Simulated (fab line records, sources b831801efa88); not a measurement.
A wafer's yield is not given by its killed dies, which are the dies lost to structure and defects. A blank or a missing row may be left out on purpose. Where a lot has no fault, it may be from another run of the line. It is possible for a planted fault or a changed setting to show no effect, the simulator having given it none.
fab line records    flow sky130
record lots=5  wafers=23
route steps=708 shown VT_ADJUST_NCORE@125 VT_ADJUST_HVTR@133 VT_ADJUST_PCH@151 SONOS_TUNNEL@156 SONOS_ONO@172 GATE_OXIDE@198 POLY_GATE@213 RES_PROTECT@214 LDD_N@239
startH: the number of hours between the record's first day and the start of the first shown wafer of the lot    waitH: hours since the lot's step before    " repeats the value in the row above    L1.1+2: a single row standing in for several wafers    - no value present, or no start provided    * or withheld: withheld    < > ~ a bound
route shown NAME@n: names a module that has steps shown in the file, with the first one's number in the route    usual: average and standard deviation across the fault-free wafers    same: alike in all rows    chamber/n: place in a boat    sites: readings site by site    _std_site: the standard deviation of these    _edge_site: inner sites' mean taken away from outer sites' mean    radiusMm: how far each site lies from the wafer's centre    mask NAME#n: copy n    behind: the tool/chamber that last shaped the wafer    hold: what put the lot on hold/how long, in hours/how the hold closed    device: names the non-switching transistor (n, p or np)    end of line: tests run on the same wafers once the route is complete    a step given without rows: its recipe and nothing more    killed: the dies lost at the first sort to structure and to defects; this is not the yield of the wafer    map: shows each die of a wafer: x if killed, . if not, _ if none is there
set.NAME: the run value of the setting; set.NAME@STEP: its run value at that earlier step    model.NAME: the simulator's own value behind a step, which no gauge read
lots with deliberately changed settings; one table per step, one row per wafer
## steps
# step SKY_VT_ADJUST_NCORE_DEVELOP_06
# recipe resist=NOVOLAK  developer=TMAH  developTimeS=60  devTempC=23
lot.wafer   tool           chamber  startH  waitH  set.developTimeS
L076.1+2+5  lithoTrack-02  0        188.96  0.1    60
L076.3+6    "              0        "       "      68.81
L080.1+4    lithoTrack-04  0        222.63  0.1    63.58
L080.3+5+6  "              0        "       "      60
L082.1+3+5  lithoTrack-02  0        243.46  0.1    60
L082.2+6    "              0        "       "      65.81
L083.4+5+6  lithoTrack-03  0        243.66  0.1    60
L085.2+3+4  lithoTrack-02  0        260.59  0.1    53.82
L085.5+6    "              0        "       "      60
# step SKY_VT_ADJUST_NCORE_CD_MEAS_07
# recipe targetCdNm=380
# usual cdNm=380/3.3
lot.wafer  tool      chamber  startH  waitH  set.developTimeS@VT_ADJUST_NCORE_DEVELOP_06  cdNm
L076.1     cdSem-01  -        189.11  0.1    60                                           385
L076.2     "         -        "       "      60                                           384
L076.3     "         -        "       "      68.81                                        402
L076.5     "         -        "       "      60                                           386
L076.6     "         -        "       "      68.81                                        399
L080.1     cdSem-02  -        222.78  0.1    63.58                                        384
L080.3     "         -        "       "      60                                           379
L080.4     "         -        "       "      63.58                                        388
L080.5     "         -        "       "      60                                           378
L080.6     "         -        "       "      60                                           384
L082.1     cdSem-01  -        243.61  0.1    60                                           377
L082.2     "         -        "       "      65.81                                        387
L082.3     "         -        "       "      60                                           382
L082.5     "         -        "       "      60                                           380
L082.6     "         -        "       "      65.81                                        389
L083.4     cdSem-02  -        243.80  0.1    60                                           380
L083.5     "         -        "       "      60                                           379
L083.6     "         -        "       "      60                                           381
L085.2     cdSem-01  -        260.73  0.1    53.82                                        371
L085.3     "         -        "       "      53.82                                        371
L085.4     "         -        "       "      53.82                                        373
L085.5     "         -        "       "      60                                           384
L085.6     "         -        "       "      60                                           380
# step SKY_VT_ADJUST_NCORE_IMPLANT_09
# recipe species=B  energyKev=10  doseCm2=2.4e+12  tiltDeg=withheld
# step SKY_VT_ADJUST_NCORE_STRIP_10
# recipe chemistry=O2/N2  powerW=1400  pressureMtorr=1500  platenTempC=withheld  o2FlowSccm=3000  n2FlowSccm=300  overashFraction=0.5
# usual stripTimeToEndpointS=14.18/0.039
lot.wafer  tool            chamber  startH  waitH  set.resistThkNm@VT_ADJUST_NCORE_COAT_02  stripTimeToEndpointS
L076.1     plasmaAsher-02  0        189.42  0.1    1166                                     14.50
L076.2     "               1        "       "      1140                                     14.21
L076.3     "               1        "       "      1140                                     14.21
L076.5     "               0        "       "      1166                                     14.45
L076.6     "               1        "       "      1166                                     14.46
L080.1     plasmaAsher-02  0        223.08  0.1    1140                                     14.14
L080.3     "               1        "       "      1140                                     14.17
L080.4     "               0        "       "      1084                                     13.53
L080.5     "               0        "       "      1140                                     14.13
L080.6     "               1        "       "      1084                                     13.49
L082.1     plasmaAsher-04  0        243.92  0.1    1140                                     14.19
L082.2     "               1        "       "      1140                                     14.18
L082.3     "               0        "       "      1113                                     13.85
L082.5     "               0        "       "      1113                                     13.82
L082.6     "               1        "       "      1113                                     13.88
L083.4     plasmaAsher-02  0        244.08  0.1    1140                                     14.21
L083.5     "               0        "       "      1140                                     14.22
L083.6     "               1        "       "      1140                                     14.19
L085.2     plasmaAsher-01  0        261.02  0.1    1101                                     13.71
L085.3     "               0        "       "      1140                                     14.10
L085.4     "               1        "       "      1101                                     13.66
L085.5     "               1        "       "      1101                                     13.67
L085.6     "               0        "       "      1140                                     14.11
# step SKY_VT_ADJUST_HVTR_COAT_02
# recipe resist=NOVOLAK  spinRpm=3000  resistThkNm=1140
lot.wafer  tool           chamber  startH  waitH  set.resistThkNm  model.NOVOLAK_of_VT_ADJUST_HVTR_COAT_02.thkNm
L076.1     lithoTrack-04  0        199.53  0.1    1140             1139
L076.2+6   "              0        "       "      1140             1137
L076.3     "              0        "       "      1140             1134
L076.5     "              0        "       "      1140             1135
L080.1+5   lithoTrack-01  0        234.23  0.1    1081             1083
L080.3     "              0        "       "      1140             1140
L080.4     "              0        "       "      1140             1143
L080.6     "              0        "       "      1081             1085
L082.1+5   lithoTrack-01  0        255.18  0.1    1100             1103
L082.2     "              0        "       "      1140             1142
L082.3     "              0        "       "      1140             1139
L082.6     "              0        "       "      1100             1104
L083.4     lithoTrack-04  0        255.85  0.1    1140             1143
L083.5     "              0        "       "      1140             1138
L083.6     "              0        "       "      1140             1145
L085.2     lithoTrack-02  0        271.14  0.1    1140             1138
L085.3     "              0        "       "      1140             1137
L085.4+5   "              0        "       "      1117             1113
L085.6     "              0        "       "      1140             1135
# step SKY_VT_ADJUST_HVTR_STRIP_10
# recipe chemistry=O2/N2  powerW=1400  pressureMtorr=1500  platenTempC=withheld  o2FlowSccm=3000  n2FlowSccm=300  overashFraction=0.5
# usual oesProductAu=0.716/0.0049  stripTimeToEndpointS=14.23/0.04
lot.wafer  tool            chamber  startH  waitH  set.powerW  set.resistThkNm@VT_ADJUST_HVTR_COAT_02  oesProductAu  stripTimeToEndpointS
L076.1     plasmaAsher-01  1        210.10  0.1    1400        1140                                    0.719         14.22
L076.2     "               0        "       "      1400        1140                                    0.718         14.17
L076.3     "               1        "       "      1400        1140                                    0.704         14.14
L076.5     "               0        "       "      1400        1140                                    0.709         14.15
L076.6     "               1        "       "      1400        1140                                    0.712         14.19
L080.1     plasmaAsher-01  0        246.92  0.1    1541        1081                                    0.747         12.61
L080.3     "               0        "       "      1400        1140                                    0.710         14.20
L080.4     "               1        "       "      1400        1140                                    0.710         14.23
L080.5     "               0        "       "      1400        1081                                    0.717         13.54
L080.6     "               1        "       "      1541        1081                                    0.759         12.63
L082.1     plasmaAsher-03  0        266.34  0.1    1400        1100                                    0.720         13.78
L082.2     "               1        "       "      1400        1140                                    0.721         14.23
L082.3     "               0        "       "      1400        1140                                    0.715         14.18
L082.5     "               1        "       "      1400        1100                                    0.718         13.76
L082.6     "               0        "       "      1400        1100                                    0.719         13.78
L083.4     plasmaAsher-01  0        266.67  0.1    1400        1140                                    0.710         14.24
L083.5     "               1        "       "      1400        1140                                    0.719         14.18
L083.6     "               0        "       "      1400        1140                                    0.722         14.26
L085.2     plasmaAsher-01  1        281.37  0.1    1253        1140                                    0.678         15.51
L085.3     "               1        "       "      1400        1140                                    0.716         14.18
L085.4     "               0        "       "      1253        1117                                    0.687         15.18
L085.5     "               1        "       "      1400        1117                                    0.719         13.91
L085.6     "               0        "       "      1400        1140                                    0.712         14.14
# step SKY_VT_ADJUST_PCH_IMPLANT_08
# recipe species=B  energyKev=10  doseCm2=5e+11  tiltDeg=withheld
lot.wafer   tool          chamber  startH  waitH  set.energyKev  model.implant.rpNm  model.implant.drpNm
L076.1+6    implanter-03  0        232.62  0.0    10             33.62               17.11
L076.2+3+5  "             0        "       "      10.42          35.01               17.61
L080.1+3+6  implanter-02  0        268.26  0.0    9.608          31.8                16.64
L080.4+5    "             0        "       "      10             32.85               17.11
L082.1+2+5  implanter-01  0        286.26  0.0    10             33.2                17.11
L082.3+6    "             0        "       "      10.44          34.64               17.64
L083.4+5+6  implanter-01  0        286.99  0.1    10             32.69               17.11
L085.2+5+6  implanter-01  0        304.79  0.0    10             32.57               17.11
L085.3+4    "             0        "       "      9.477          31.17               16.48
# step SKY_SONOS_TUNNEL_COAT_02
# recipe resist=NOVOLAK  spinRpm=3000  resistThkNm=1140
lot.wafer  tool           chamber  startH  waitH  set.resistThkNm  model.NOVOLAK_of_SONOS_TUNNEL_COAT_02.thkNm
L076.1     lithoTrack-01  0        244.43  0.1    1140             1140
L076.2     "              0        "       "      1140             1141
L076.3     "              0        "       "      1159             1160
L076.5+6   "              0        "       "      1159             1157
L080.1     lithoTrack-02  0        278.06  0.1    1083             1078
L080.3     "              0        "       "      1083             1079
L080.4     "              0        "       "      1083             1081
L080.5     "              0        "       "      1140             1137
L080.6     "              0        "       "      1140             1134
L082.1     lithoTrack-03  0        297.29  0.1    1140             1147
L082.2     "              0        "       "      1191             1193
L082.3     "              0        "       "      1140             1145
L082.5     "              0        "       "      1191             1199
L082.6     "              0        "       "      1140             1144
L083.4+6   lithoTrack-03  0        298.56  0.1    1140             1141
L083.5     "              0        "       "      1140             1139
L085.2     lithoTrack-02  0        318.44  0.1    1140             1140
L085.3     "              0        "       "      1195             1191
L085.4     "              0        "       "      1195             1192
L085.5     "              0        "       "      1195             1197
L085.6     "              0        "       "      1140             1139
# step SKY_SONOS_TUNNEL_SOFTBAKE_03
# recipe tempC=90  timeS=60  resist=NOVOLAK
# step SKY_SONOS_TUNNEL_EXPOSE_04
# recipe maskId=TUNM  na=0.6  sourceShape=conventional  sigmaOuter=0.6  polarization=unpolarized  targetCdNm=410  doseMj=136
# step SKY_SONOS_TUNNEL_PEB_05
# recipe tempC=withheld  timeS=*  resist=NOVOLAK
# step SKY_SONOS_TUNNEL_DEVELOP_06
# recipe resist=NOVOLAK  developer=TMAH  developTimeS=60  devTempC=21.94
lot.wafer  tool           chamber  startH  waitH  set.resistThkNm@SONOS_TUNNEL_COAT_02  model.SONOS_TUNNEL.cdNm
L076.1     lithoTrack-03  0        255.99  0.1    1140                                  410.3
L076.2     "              0        "       "      1140                                  411.2
L076.3     "              0        "       "      1159                                  407.3
L076.5     "              0        "       "      1159                                  405.5
L076.6     "              0        "       "      1159                                  410.7
L080.1     lithoTrack-01  0        288.08  0.1    1083                                  416.1
L080.3     "              0        "       "      1083                                  416.8
L080.4     "              0        "       "      1083                                  416.6
L080.5     "              0        "       "      1140                                  411
L080.6     "              0        "       "      1140                                  410.8
L082.1     lithoTrack-02  0        311.81  0.1    1140                                  404.4
L082.2     "              0        "       "      1191                                  401.9
L082.3     "              0        "       "      1140                                  405.8
L082.5     "              0        "       "      1191                                  400
L082.6     "              0        "       "      1140                                  405.3
L083.4     lithoTrack-03  0        312.81  0.1    1140                                  408.2
L083.5     "              0        "       "      1140                                  408.1
L083.6     "              0        "       "      1140                                  408.5
L085.2     lithoTrack-01  0        329.35  0.1    1140                                  412.6
L085.3     "              0        "       "      1195                                  408.9
L085.4     "              0        "       "      1195                                  409.4
L085.5     "              0        "       "      1195                                  409.3
L085.6     "              0        "       "      1140                                  414
# step SKY_SONOS_TUNNEL_CD_MEAS_07
# recipe targetCdNm=410
# usual cdNm=409.9/2.2
lot.wafer  tool      chamber  startH  waitH  set.resistThkNm@SONOS_TUNNEL_COAT_02  cdNm
L076.1     cdSem-02  -        256.14  0.1    1140                                  410.4
L076.2     "         -        "       "      1140                                  411.0
L076.3     "         -        "       "      1159                                  407.4
L076.5     "         -        "       "      1159                                  405.4
L076.6     "         -        "       "      1159                                  410.7
L080.1     cdSem-01  -        288.23  0.1    1083                                  416.1
L080.3     "         -        "       "      1083                                  416.4
L080.4     "         -        "       "      1083                                  416.6
L080.5     "         -        "       "      1140                                  411.0
L080.6     "         -        "       "      1140                                  411.0
L082.1     cdSem-02  -        312.00  0.2    1140                                  404.6
L082.2     "         -        "       "      1191                                  402.2
L082.3     "         -        "       "      1140                                  405.8
L082.5     "         -        "       "      1191                                  400.0
L082.6     "         -        "       "      1140                                  405.1
L083.4     cdSem-01  -        312.95  0.1    1140                                  408.2
L083.5     "         -        "       "      1140                                  408.3
L083.6     "         -        "       "      1140                                  408.9
L085.2     cdSem-01  -        329.50  0.1    1140                                  412.6
L085.3     "         -        "       "      1195                                  408.9
L085.4     "         -        "       "      1195                                  409.3
L085.5     "         -        "       "      1195                                  409.1
L085.6     "         -        "       "      1140                                  413.9
# step SKY_SONOS_TUNNEL_IMPLANT_09
# recipe species=B  energyKev=20  doseCm2=1e+12  tiltDeg=withheld
lot.wafer       tool          chamber  startH  waitH  set.energyKev  model.implant.rpNm  model.implant.drpNm
L076.1+2+3+5+6  implanter-04  0        256.29  0.0    20             66.23               28.34
L080.1+3+4+5+6  implanter-04  0        288.38  0.0    20             66.19               28.34
L082.1+2        implanter-02  0        312.15  0.0    20             66.19               28.34
L082.3+5+6      "             0        "       "      19.68          65.14               28.02
L083.4+5+6      implanter-02  0        313.12  0.1    20             68.18               28.34
L085.2+5        implanter-01  0        329.68  0.1    20             66.54               28.34
L085.3+4+6      "             0        "       "      19.26          64.11               27.6
# step SKY_SONOS_ONO_CVD_04
# recipe material=SiO2  precursor=SiH4/N2O  targetThkNm=5.7199  tempC=900  pressureMtorr=400
lot.wafer  tool      chamber  startH  waitH  set.pressureMtorr  model.SiO2_of_SONOS_ONO_CVD_04.thkNm
L076.1     -         -        -       1.2    358.6              5.497
L076.2     "         -        "       "      358.6              5.548
L076.3+6   "         -        "       "      358.6              5.597
L076.5     "         -        "       "      358.6              5.666
L080.1     -         -        -       0.1    429.6              5.804
L080.3     "         -        "       "      429.6              5.865
L080.4     "         -        "       "      429.6              5.881
L080.5     "         -        "       "      429.6              5.897
L080.6     "         -        "       "      429.6              5.814
L082.1     -         -        -       0.1    384.4              5.711
L082.2     "         -        "       "      384.4              5.593
L082.3     "         -        "       "      384.4              5.705
L082.5     "         -        "       "      384.4              5.643
L082.6     "         -        "       "      384.4              5.665
L083.4     lpcvd-03  1        317.75  1.2    400                5.685
L083.5     "         1        "       "      400                5.725
L083.6     "         1        "       "      400                5.699
L085.2     -         -        -       0.0    367.3              5.549
L085.3     "         -        "       "      367.3              5.63
L085.4     "         -        "       "      367.3              5.551
L085.5     "         -        "       "      367.3              5.658
L085.6     "         -        "       "      367.3              5.598
# step SKY_GATE_OXIDE_IMPLANT_11
# recipe species=B  energyKev=10  doseCm2=2.6e+12  tiltDeg=withheld
lot.wafer       tool          chamber  startH  waitH  set.doseCm2
L076.1+2+6      implanter-03  0        345.21  0.0    2.6e+12
L076.3+5        "             0        "       "      2.787e+12
L080.1+3+4+5+6  implanter-02  0        353.36  0.0    2.6e+12
L082.1+3        implanter-03  0        371.46  0.0    2.6e+12
L082.2+5+6      "             0        "       "      2.678e+12
L083.4+5+6      implanter-04  0        373.24  0.1    2.6e+12
L085.2+3+6      implanter-04  0        398.69  0.0    2.435e+12
L085.4+5        "             0        "       "      2.6e+12
# step SKY_GATE_OXIDE_WET_ETCH_12
# recipe chemistry=dHF  targetDepthNm=16.8  dry=n2Spin  target=SiO2  dilution=100:1  tempC=25  timeS=336
# step SKY_GATE_OXIDE_STRIP_13
# recipe chemistry=O2/N2  powerW=1400  pressureMtorr=1500  platenTempC=withheld  o2FlowSccm=3000  n2FlowSccm=300  overashFraction=0.5
# step SKY_GATE_OXIDE_TW_MEAS_14
# usual GATE_OXIDE_TW=223.9/0.94
lot.wafer  tool          chamber  startH  waitH  set.doseCm2@GATE_OXIDE_IMPLANT_11  GATE_OXIDE_TW
L076.1     filmMetro-04  -        345.57  0.1    2.6e+12                            224.2
L076.2     "             -        "       "      2.6e+12                            223.0
L076.3     "             -        "       "      2.787e+12                          228.0
L076.5     "             -        "       "      2.787e+12                          227.4
L076.6     "             -        "       "      2.6e+12                            224.6
L080.1     filmMetro-02  -        353.71  0.1    2.6e+12                            222.2
L080.3     "             -        "       "      2.6e+12                            223.3
L080.4     "             -        "       "      2.6e+12                            223.3
L080.5     "             -        "       "      2.6e+12                            223.1
L080.6     "             -        "       "      2.6e+12                            222.7
L082.1     filmMetro-04  -        371.82  0.1    2.6e+12                            223.3
L082.2     "             -        "       "      2.678e+12                          226.1
L082.3     "             -        "       "      2.6e+12                            225.0
L082.5     "             -        "       "      2.678e+12                          226.4
L082.6     "             -        "       "      2.678e+12                          225.6
L083.4     filmMetro-02  -        373.56  0.1    2.6e+12                            224.6
L083.5     "             -        "       "      2.6e+12                            224.2
L083.6     "             -        "       "      2.6e+12                            225.0
L085.2     filmMetro-02  -        399.04  0.1    2.435e+12                          219.7
L085.3     "             -        "       "      2.435e+12                          220.2
L085.4     "             -        "       "      2.6e+12                            222.5
L085.5     "             -        "       "      2.6e+12                            224.7
L085.6     "             -        "       "      2.435e+12                          219.1
# step SKY_POLY_GATE_IMPLANT_02
# recipe species=P  energyKev=30  doseCm2=7.7e+15  tiltDeg=0
lot.wafer       tool          chamber  startH  waitH  set.doseCm2
L076.1+2+5      implanter-03  0        376.38  0.1    7.7e+15
L076.3+6        "             0        "       "      8.155e+15
L080.1+3+4+5+6  implanter-04  0        390.19  0.1    7.7e+15
L082.1+5+6      implanter-01  0        403.89  0.1    8.083e+15
L082.2+3        "             0        "       "      7.7e+15
L083.4+5+6      implanter-03  0        405.55  0.1    7.7e+15
L085.2+3        implanter-03  0        434.76  0.1    7.7e+15
L085.4+5+6      "             0        "       "      7.274e+15
# step SKY_RES_PROTECT_STRIP_07
# recipe chemistry=O2/N2  powerW=1400  pressureMtorr=1500  platenTempC=withheld  o2FlowSccm=3000  n2FlowSccm=300  overashFraction=0.5
# usual stripTimeToEndpointS=23.28/0.032
lot.wafer  tool            chamber  startH  waitH  set.doseCm2@POLY_GATE_IMPLANT_02  stripTimeToEndpointS
L076.1     plasmaAsher-01  1        376.53  0.1    7.7e+15                           23.27
L076.2     "               0        "       "      7.7e+15                           23.30
L076.3     "               1        "       "      8.155e+15                         23.47
L076.5     "               1        "       "      7.7e+15                           23.30
L076.6     "               0        "       "      8.155e+15                         23.51
L080.1     plasmaAsher-01  0        390.34  0.1    7.7e+15                           23.31
L080.3     "               1        "       "      7.7e+15                           23.27
L080.4     "               0        "       "      7.7e+15                           23.26
L080.5     "               0        "       "      7.7e+15                           23.26
L080.6     "               1        "       "      7.7e+15                           23.27
L082.1     plasmaAsher-01  1        404.04  0.1    8.083e+15                         23.45
L082.2     "               0        "       "      7.7e+15                           23.23
L082.3     "               0        "       "      7.7e+15                           23.21
L082.5     "               1        "       "      8.083e+15                         23.48
L082.6     "               0        "       "      8.083e+15                         23.47
L083.4     plasmaAsher-01  1        405.66  0.1    7.7e+15                           23.24
L083.5     "               0        "       "      7.7e+15                           23.28
L083.6     "               1        "       "      7.7e+15                           23.30
L085.2     plasmaAsher-03  1        434.89  0.1    7.7e+15                           23.25
L085.3     "               0        "       "      7.7e+15                           23.24
L085.4     "               1        "       "      7.274e+15                         23.01
L085.5     "               1        "       "      7.274e+15                         23.01
L085.6     "               0        "       "      7.274e+15                         23.00
# step SKY_LDD_N_COAT_02
# recipe resist=NOVOLAK  spinRpm=3000  resistThkNm=300
lot.wafer  tool           chamber  startH  waitH  set.resistThkNm  model.NOVOLAK_of_LDD_N_COAT_02.thkNm
L076.1     lithoTrack-04  0        427.53  0.1    300              300.7
L076.2     "              0        "       "      300              300.1
L076.3+5   "              0        "       "      300              299.7
L076.6     "              0        "       "      300              299.2
L080.1     lithoTrack-04  0        439.78  0.1    300              299
L080.3     "              0        "       "      289.1            288.3
L080.4     "              0        "       "      300              299.7
L080.5     "              0        "       "      289.1            288.2
L080.6     "              0        "       "      300              300
L082.1     lithoTrack-02  0        452.26  0.1    308.1            308.2
L082.2     "              0        "       "      308.1            307.9
L082.3     "              0        "       "      300              300.1
L082.5     "              0        "       "      308.1            307.3
L082.6     "              0        "       "      300              301
L083.4     lithoTrack-02  0        456.83  0.1    300              300.3
L083.5     "              0        "       "      300              300.4
L083.6     "              0        "       "      300              300.1
L085.2     lithoTrack-04  0        483.75  0.1    314.3            314.1
L085.3     "              0        "       "      314.3            314.6
L085.4     "              0        "       "      300              301
L085.5     "              0        "       "      314.3            314.5
L085.6     "              0        "       "      300              299.8
# step SKY_LDD_N_IMPLANT_10
# recipe species=As  energyKev=20  doseCm2=7.5e+13  tiltDeg=withheld  rotationDeg=203
lot.wafer       tool          chamber  startH  waitH  set.energyKev  model.implant.drpNm
L076.1+2+3+5+6  implanter-03  0        442.87  0.1    20             7.212
L080.1+4        implanter-01  0        456.22  0.1    20.67          7.378
L080.3+5+6      "             0        "       "      20             7.212
L082.1+2+3      implanter-01  0        467.90  0.1    20.9           7.436
L082.5+6        "             0        "       "      20             7.212
L083.4+5+6      implanter-01  0        471.54  0.1    20             7.212
L085.2+3+4      implanter-03  0        499.00  0.1    19.27          7.029
L085.5+6        "             0        "       "      20             7.212
# step SKY_LDD_N_IMPLANT_11
# recipe species=As  energyKev=20  doseCm2=7.5e+13  tiltDeg=withheld  rotationDeg=293
# step SKY_LDD_N_IMPLANT_12
# recipe species=BF2  energyKev=50  doseCm2=5e+12  tiltDeg=30  rotationDeg=0
# step SKY_LDD_N_IMPLANT_14
# recipe species=BF2  energyKev=50  doseCm2=5e+12  tiltDeg=30  rotationDeg=180
# step SKY_LDD_N_IMPLANT_15
# recipe species=BF2  energyKev=50  doseCm2=5e+12  tiltDeg=30  rotationDeg=270
# step SKY_LDD_N_STRIP_16
# recipe chemistry=O2/N2  powerW=1400  pressureMtorr=1500  platenTempC=withheld  o2FlowSccm=3000  n2FlowSccm=300  overashFraction=0.5
# usual stripTimeToEndpointS=4.319/0.012
lot.wafer  tool            chamber  startH  waitH  set.resistThkNm@LDD_N_COAT_02  stripTimeToEndpointS
L076.1     plasmaAsher-04  0        443.77  0.1    300                            4.326
L076.2     "               1        "       "      300                            4.307
L076.3     "               1        "       "      300                            4.320
L076.5     "               0        "       "      300                            4.326
L076.6     "               1        "       "      300                            4.309
L080.1     plasmaAsher-04  1        457.12  0.1    300                            4.296
L080.3     "               0        "       "      289.1                          4.181
L080.4     "               1        "       "      300                            4.336
L080.5     "               0        "       "      289.1                          4.152
L080.6     "               1        "       "      300                            4.311
L082.1     plasmaAsher-03  0        468.80  0.1    308.1                          4.423
L082.2     "               1        "       "      308.1                          4.418
L082.3     "               1        "       "      300                            4.313
L082.5     "               0        "       "      308.1                          4.394
L082.6     "               1        "       "      300                            4.324
L083.4     plasmaAsher-04  1        472.40  0.1    300                            4.321
L083.5     "               1        "       "      300                            4.317
L083.6     "               0        "       "      300                            4.320
L085.2     plasmaAsher-02  1        499.87  0.1    314.3                          4.504
L085.3     "               1        "       "      314.3                          4.493
L085.4     "               0        "       "      300                            4.329
L085.5     "               1        "       "      314.3                          4.515
L085.6     "               0        "       "      300                            4.312
## key
split step=SKY_VT_ADJUST_NCORE_DEVELOP_06  setting=developTimeS  stated=60  by=wafer
response step=SKY_VT_ADJUST_NCORE_CD_MEAS_07  reading=cdNm  change=+0.988  per=1%  r=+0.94
split step=SKY_VT_ADJUST_HVTR_COAT_02  setting=resistThkNm  stated=1140  by=wafer
response step=SKY_VT_ADJUST_HVTR_COAT_02  reading=model.NOVOLAK_of_VT_ADJUST_HVTR_COAT_02.thkNm  change=+11  per=1%  r=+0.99
response step=SKY_VT_ADJUST_HVTR_STRIP_10  reading=stripTimeToEndpointS  slope=*  per=1%  togetherWith=powerW@VT_ADJUST_HVTR_STRIP_10  explained=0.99
split step=SKY_VT_ADJUST_HVTR_STRIP_10  setting=powerW  stated=1400  by=wafer
response step=SKY_VT_ADJUST_HVTR_STRIP_10  reading=oesProductAu  change=+0.00356  per=1%  r=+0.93
response step=SKY_VT_ADJUST_HVTR_STRIP_10  reading=stripTimeToEndpointS  change=*  per=1%  r=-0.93
split step=SKY_VT_ADJUST_PCH_IMPLANT_08  setting=energyKev  stated=10  by=wafer
response step=SKY_VT_ADJUST_PCH_IMPLANT_08  reading=model.implant.rpNm  change=+0.296  per=1%  r=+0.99
response step=SKY_VT_ADJUST_PCH_IMPLANT_08  reading=model.implant.drpNm  change=+0.12  per=1%  r=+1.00
split step=SKY_SONOS_TUNNEL_COAT_02  setting=resistThkNm  stated=1140  by=wafer
response step=SKY_SONOS_TUNNEL_COAT_02  reading=model.NOVOLAK_of_SONOS_TUNNEL_COAT_02.thkNm  change=+11.2  per=1%  r=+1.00
response step=SKY_SONOS_TUNNEL_DEVELOP_06  reading=model.SONOS_TUNNEL.cdNm  change=-1.01  per=1%  r=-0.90
response step=SKY_SONOS_TUNNEL_CD_MEAS_07  reading=cdNm  change=-0.982  per=1%  r=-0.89
split step=SKY_SONOS_TUNNEL_IMPLANT_09  setting=energyKev  stated=20  by=wafer
response step=SKY_SONOS_TUNNEL_IMPLANT_09  reading=model.implant.rpNm  change=+0.657  per=1%  r=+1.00
response step=SKY_SONOS_TUNNEL_IMPLANT_09  reading=model.implant.drpNm  change=+0.199  per=1%  r=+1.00
split step=SKY_SONOS_ONO_CVD_04  setting=pressureMtorr  stated=400  by=lot
response step=SKY_SONOS_ONO_CVD_04  reading=model.SiO2_of_SONOS_ONO_CVD_04.thkNm  change=+0.0154  per=1%  r=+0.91
split step=SKY_GATE_OXIDE_IMPLANT_11  setting=doseCm2  stated=2.6e+12  by=wafer
response step=SKY_GATE_OXIDE_TW_MEAS_14  reading=GATE_OXIDE_TW  change=+0.573  per=1%  r=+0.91
split step=SKY_POLY_GATE_IMPLANT_02  setting=doseCm2  stated=7.7e+15  by=wafer
response step=SKY_RES_PROTECT_STRIP_07  reading=stripTimeToEndpointS  change=*  per=1%  r=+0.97
split step=SKY_LDD_N_COAT_02  setting=resistThkNm  stated=300  by=wafer
response step=SKY_LDD_N_COAT_02  reading=model.NOVOLAK_of_LDD_N_COAT_02.thkNm  change=+2.95  per=1%  r=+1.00
response step=SKY_LDD_N_STRIP_16  reading=stripTimeToEndpointS  change=*  per=1%  r=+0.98
split step=SKY_LDD_N_IMPLANT_10  setting=energyKev  stated=20  by=wafer
response step=SKY_LDD_N_IMPLANT_10  reading=model.implant.drpNm  change=+0.0499  per=1%  r=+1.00
split outsideThisFile step=SKY_VT_ADJUST_NCORE_COAT_02 setting=resistThkNm
# split outsideThisFile: this setting was split too, and the file shows its column; the key of that split is in another file
